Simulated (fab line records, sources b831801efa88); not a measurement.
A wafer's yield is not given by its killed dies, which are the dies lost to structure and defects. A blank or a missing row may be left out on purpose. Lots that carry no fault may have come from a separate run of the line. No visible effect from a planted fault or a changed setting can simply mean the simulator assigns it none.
One fault through the eyes of 2 desks || flow sky130 || each desk has only its own numbers; what lay behind them comes last

## FOR THE TOOL OWNER'S DESK: lpcvd-01
The tool's own readings at SKY_POLY_GATE_CVD_00 (deposits poly-Si, target thk 180 nm, time 720 s): means of the sampled wafers that have a number, for each lot that ran on this tool. The brackets show how far a lot's mean lies from the usual mean; more than 4 standard deviations puts the lot out of limits, marked OUT.
Columns: A = spikeTcCentreC at SKY_POLY_GATE_CVD_00, usual 621.8 C; B = spikeTcLowerC at SKY_POLY_GATE_CVD_00, usual 619.6 C; C = spikeTcTopC at SKY_POLY_GATE_CVD_00, usual 638.3 C; D = susceptorTempC at SKY_POLY_GATE_CVD_00, usual 620.00 C
{"lot": "L921", "first seen here": "day 14 07:10", "A": 622.8, "B": 621.0, "C": 638.1, "D": 620.47}
{"lot": "L922", "first seen here": "day 14 14:01", "A": 623.2, "B": 620.8, "C": 637.5, "D": 620.10}
{"lot": "L923", "first seen here": "day 14 22:50", "A": 621.2, "B": 620.3, "C": 638.6, "D": 620.02}
{"lot": "L924", "first seen here": "day 15 01:37", "A": 621.4, "B": 618.6, "C": 638.7, "D": 620.12}
{"lot": "L925", "first seen here": "day 15 08:29", "A": 622.1, "B": 620.5, "C": 638.4, "D": 620.26}
{"lot": "L926", "first seen here": "day 15 17:05", "A": 622.7, "B": 620.4, "C": 637.9, "D": 619.66}
{"lot": "L927", "first seen here": "day 16 01:00", "A": 621.9, "B": 620.3, "C": 637.4, "D": 620.21}
{"lot": "L928", "first seen here": "day 16 12:40", "A": 622.0, "B": 620.1, "C": 638.0, "D": 619.89}
{"lot": "L931", "first seen here": "day 17 07:23", "A": 621.1, "B": 618.1, "C": 637.8, "D": 619.89}
{"lot": "L935", "first seen here": "day 18 21:54", "A": 621.2, "B": 617.6, "C": 639.0, "D": 620.24}
{"lot": "L937", "first seen here": "day 19 17:01", "A": 625.9, "B": 624.4, "C": 641.4, "D": "623.77 (+14) OUT"}
{"lot": "L939", "first seen here": "day 20 02:22", "A": 620.9, "B": 618.4, "C": 638.9, "D": 619.72}
{"lot": "L941", "first seen here": "day 20 22:40", "A": 620.2, "B": 618.3, "C": 638.3, "D": 619.96}
This desk's verdict: out of limits on L937, starting with L937 at day 19 17:01 (susceptorTempC at SKY_POLY_GATE_CVD_00). Within limits: L921, L922, L923, L924, L925, L926, L927, L928, L931, L935, L939, L941.

## METROLOGY DESK
Means of the sampled wafers that have a number, per lot and without regard to the tool the lot ran on: this is what the gauges read. The brackets show how far a lot's mean lies from the usual mean; more than 4 standard deviations puts the lot out of limits, marked OUT.
Columns: A = VT_ADJUST_PCH_TW at SKY_VT_ADJUST_PCH_TW_MEAS_10, usual 142.7; B = GATE_OXIDE_OVL at SKY_GATE_OXIDE_OVL_MEAS_10, usual 0.0 nm; C = POLY_GATE_CVD_00_THK at SKY_POLY_GATE_THK_MEAS_01, usual 179.8 nm; D = POLY_GATE_OVL at SKY_POLY_GATE_OVL_MEAS_14, usual 3 nm
{"lot": "L921", "first seen here": "day 10 18:05", "A": 142.2, "B": 0.5, "C": 178.5, "D": 1}
{"lot": "L922", "first seen here": "day 11 01:07", "A": 143.4, "B": 2.2, "C": 179.5, "D": 3}
{"lot": "L923", "first seen here": "day 11 06:39", "A": 143.0, "B": -0.6, "C": 175.5, "D": 4}
{"lot": "L924", "first seen here": "day 11 09:07", "A": 142.1, "B": 0.1, "C": 180.8, "D": 7}
{"lot": "L925", "first seen here": "day 11 17:47", "A": 142.0, "B": 1.8, "C": 179.8, "D": -1}
{"lot": "L926", "first seen here": "day 12 00:51", "A": 142.7, "B": -1.8, "C": 177.7, "D": -6}
{"lot": "L927", "first seen here": "day 12 09:35", "A": 141.8, "B": 1.9, "C": 177.0, "D": -1}
{"lot": "L928", "first seen here": "day 12 17:23", "A": 142.0, "B": -0.3, "C": 177.2, "D": 4}
{"lot": "L931", "first seen here": "day 13 10:55", "A": 141.7, "B": 0.2, "C": 180.0, "D": 4}
{"lot": "L935", "first seen here": "day 14 20:10", "A": 143.5, "B": 0.6, "C": 180.4, "D": 3}
{"lot": "L937", "first seen here": "day 15 10:35", "A": 141.7, "B": -1.4, "C": "197.4 (+8.0) OUT", "D": -2}
{"lot": "L939", "first seen here": "day 15 21:23", "A": 144.2, "B": -0.6, "C": 179.5, "D": 7}
{"lot": "L941", "first seen here": "day 16 14:55", "A": 142.2, "B": 0.7, "C": 181.7, "D": 2}
This desk's finding: out of limits on L937; first on L937, day 19 18:14 (POLY_GATE_CVD_00_THK at SKY_POLY_GATE_THK_MEAS_01). Within limits: L921, L922, L923, L924, L925, L926, L927, L928, L931, L935, L939, L941.

## TAKEN TOGETHER
At day 19 17:01, on L937, the tool owner's desk was in a position to raise an alarm.
At day 19 18:14 the metrology desk could have sounded an alarm, on L937.
Of the lots named, all ran SKY_POLY_GATE_CVD_00 on lpcvd-01.

## WHAT HAD BEEN PUT IN BY THE SIMULATOR
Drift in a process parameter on lpcvd-01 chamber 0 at SKY_POLY_GATE_CVD_00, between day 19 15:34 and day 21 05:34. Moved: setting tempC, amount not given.
Lots struck among those shown: L937.
Hours from the fault's start to each desk's first reading out of limits: the tool owner's desk, 1; the metrology desk, 3.
